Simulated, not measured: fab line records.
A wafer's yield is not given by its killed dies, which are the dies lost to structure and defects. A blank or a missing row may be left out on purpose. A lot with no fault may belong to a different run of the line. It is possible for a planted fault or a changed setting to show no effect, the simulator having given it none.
Which of the tools did it?	flow gf180mcu	36 wafers from 12 lots sampled at 5 of the route's 602 steps

## WHAT EACH GAUGE READ, for each wafer
GF_STI_BOW_MEAS_00.
lot	measured	on	INCOMING_BOW (um)
L858	day 1 20:00	filmMetro-02	-3 6 8
L860	day 2 06:00	filmMetro-02	-10 -16 13
L861	day 2 11:00	filmMetro-02	1 -4 -2
L862	day 2 16:00	filmMetro-01	-9 9 4
L863	day 2 21:00	filmMetro-04	3 1 -2
L866	day 3 12:00	filmMetro-02	-13 -1 4
L867	day 3 17:00	filmMetro-01	6 0 0
L868	day 3 22:00	filmMetro-04	3 15 -1
L869	day 4 03:00	filmMetro-01	-5 -3 -4
L870	day 4 08:01	filmMetro-01	-9 9 -5
L872	day 4 18:00	filmMetro-04	4 -1 3
L879	day 6 05:01	filmMetro-04	-13 5 6

GF_STI_THK_MEAS_04.
lot	measured	on	STI_CVD_03_THK (nm)
L858	day 1 23:34	filmMetro-04	207.0 206.9 205.7
L860	day 2 10:25	filmMetro-01	205.4 204.9 205.9
L861	day 2 14:39	filmMetro-04	207.3 205.1 208.0
L862	day 2 19:34	filmMetro-04	207.2 206.0 205.8
L863	day 3 02:01	filmMetro-04	205.0 207.8 206.9
L866	day 3 15:34	filmMetro-01	204.1 202.6 202.5
L867	day 3 20:41	filmMetro-01	205.1 205.2 204.7
L868	day 4 02:35	filmMetro-02	210.1 209.5 207.0
L869	day 4 10:44	filmMetro-04	145.2 146.5 146.7
L870	day 4 13:14	filmMetro-01	203.7 202.8 202.2
L872	day 4 21:38	filmMetro-02	144.1 143.2 145.0
L879	day 6 08:34	filmMetro-02	210.0 208.0 208.3

GF_HV_LDD_CD_MEAS_46 targets a cd of 400 nm.
lot	measured	on	cdNm (nm)
L858	day 12 21:51	cdSem-01	401.9 401.6 400.9
L860	day 13 18:18	cdSem-01	398.3 395.8 394.7
L861	day 14 02:49	cdSem-01	400.4 402.3 400.7
L862	day 14 05:15	cdSem-01	402.6 402.1 400.8
L863	day 14 14:39	cdSem-02	401.3 401.9 400.1
L866	day 15 20:33	cdSem-02	400.3 399.0 400.9
L867	day 16 07:52	cdSem-02	400.9 400.7 399.5
L868	day 16 11:06	cdSem-01	398.0 399.4 398.4
L869	day 17 01:19	cdSem-02	395.2 395.6 395.5
L870	day 17 02:35	cdSem-01	398.6 398.8 399.5
L872	day 17 22:55	cdSem-02	400.4 401.6 400.2
L879	day 20 01:05	cdSem-02	398.1 399.7 400.6

## TOOL THAT RAN EACH LOT (tool first, then ch and the chambers of the sampled wafers, then the start)
lot	GF_STI_CVD_03	GF_STI_ETCH_13
L858	lpcvd-01 ch 1, day 1 21:34	rieDiel-03 ch 0,1, day 2 11:13
L860	lpcvd-02 ch 1, day 2 08:26	rieDiel-04 ch 0,1,3, day 2 22:58
L861	lpcvd-01 ch 1, day 2 12:40	rieDiel-03 ch 1,2,3, day 3 03:02
L862	lpcvd-01 ch 1, day 2 17:34	rieDiel-01 ch 2,3, day 3 07:47
L863	lpcvd-01 ch 0, day 3 00:02	rieDiel-01 ch 0,3, day 3 15:05
L866	lpcvd-01 ch 1, day 3 13:34	rieDiel-04 ch 0,1,3, day 4 05:07
L867	lpcvd-01 ch 1, day 3 18:41	rieDiel-04 ch 2,3, day 4 09:38
L868	lpcvd-02 ch 1, day 4 00:35	rieDiel-04 ch 0,1,2, day 4 15:50
L869	lpcvd-01 ch 1, day 4 08:45	rieDiel-01 ch 1,2,3, day 5 00:22
L870	lpcvd-02 ch 0, day 4 11:14	rieDiel-03 ch 0,1,2, day 5 02:58
L872	lpcvd-01 ch 1, day 4 19:38	rieDiel-01 ch 0,1,3, day 5 11:08
L879	lpcvd-02 ch 0, day 6 06:34	rieDiel-03 ch 1,2,3, day 6 23:52
- GF_STI_CVD_03: deposits Si3N4 from DCS/NH3, target thk 207.16 nm, time 3551 s.
- GF_STI_ETCH_13: etches the open film in CHF3/O2, stops on Si, target depth 282.31 nm, time 112.9 s.

## AS READ BY THE TOOLS THEMSELVES (means over the sampled wafers that have a number; for cases with no such wafer, the mark the record gives instead)
GF_STI_CVD_03.
lot	tool	spikeTcUpperC (C)
L858	lpcvd-01	770.5
L860	lpcvd-02	770.2
L861	lpcvd-01	771.2
L862	lpcvd-01	769.8
L863	lpcvd-01	767.9
L866	lpcvd-01	770.4
L867	lpcvd-01	770.6
L868	lpcvd-02	771.5
L869	lpcvd-01	769.9
L870	lpcvd-02	769.8
L872	lpcvd-01	770.9
L879	lpcvd-02	770.8

GF_STI_ETCH_13.
lot	tool	drypumpMotorCurrentA (A)	oesProductAu (a.u.)	throttleValvePct (%)
L858	rieDiel-03	6.1	0.829	8.805
L860	rieDiel-04	5.5	0.828	8.814
L861	rieDiel-03	5.9	0.838	8.815
L862	rieDiel-01	6.3	0.830	8.813
L863	rieDiel-01	6.4	0.830	8.809
L866	rieDiel-04	5.5	0.829	8.815
L867	rieDiel-04	5.7	0.828	8.810
L868	rieDiel-04	5.6	0.837	8.815
L869	rieDiel-01	6.4	0.697	8.761
L870	rieDiel-03	5.8	0.822	8.807
L872	rieDiel-01	6.5	0.693	8.760
L879	rieDiel-03	5.9	0.840	8.816

## THE ANSWER, worked out from the rows above alone
Rule: usual is defined by the lots themselves. The widest of any qualifying gaps counts: lots, ordered by their means at a reading, are off when they make up no more than a third of the lots, leave a main group of 4 or more, and stand apart from it by 3 or more times the standard deviation of that group's means. If all means in a main group match to the digits the tables above print for the reading, that group is not used. A lot without any number at a reading at which 4 lots or more have one is off too. Where the step has rows for the other lots, those lots are counted as sound. The gauges are gone through in route order, then the tools' own readings, and for those a lot's mean is taken as printed above. At the first step where some lot is off, the reading lying furthest off is the one used; lots without a number count as furthest.
Off: L869, L872, at GF_STI_THK_MEAS_04 (STI_CVD_03_THK). Mean 206.0 nm and standard deviation 1.9 in the main group.
A tool fits if, at a process step before that reading, it ran every lot that is off, and no sound lot after the first of them. Not tried: the gauges at GF_STI_THK_MEAS_04; whatever is off there is also off at GF_STI_ETCH_13, on other tools, and gauge error can't account for it. One fits: GF_STI_CVD_03 on lpcvd-01. Its last sound lot is L867 (day 3 18:41), its first lot that is off L869 (day 4 08:45): a fault that began between those two fits.

## WHAT WAS PUT IN BY THE SIMULATOR
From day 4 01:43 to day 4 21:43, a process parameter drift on lpcvd-01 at GF_STI_CVD_03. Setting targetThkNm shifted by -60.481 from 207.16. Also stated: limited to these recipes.
Lots struck among those shown: L869, L872. Same finding as the rule above.
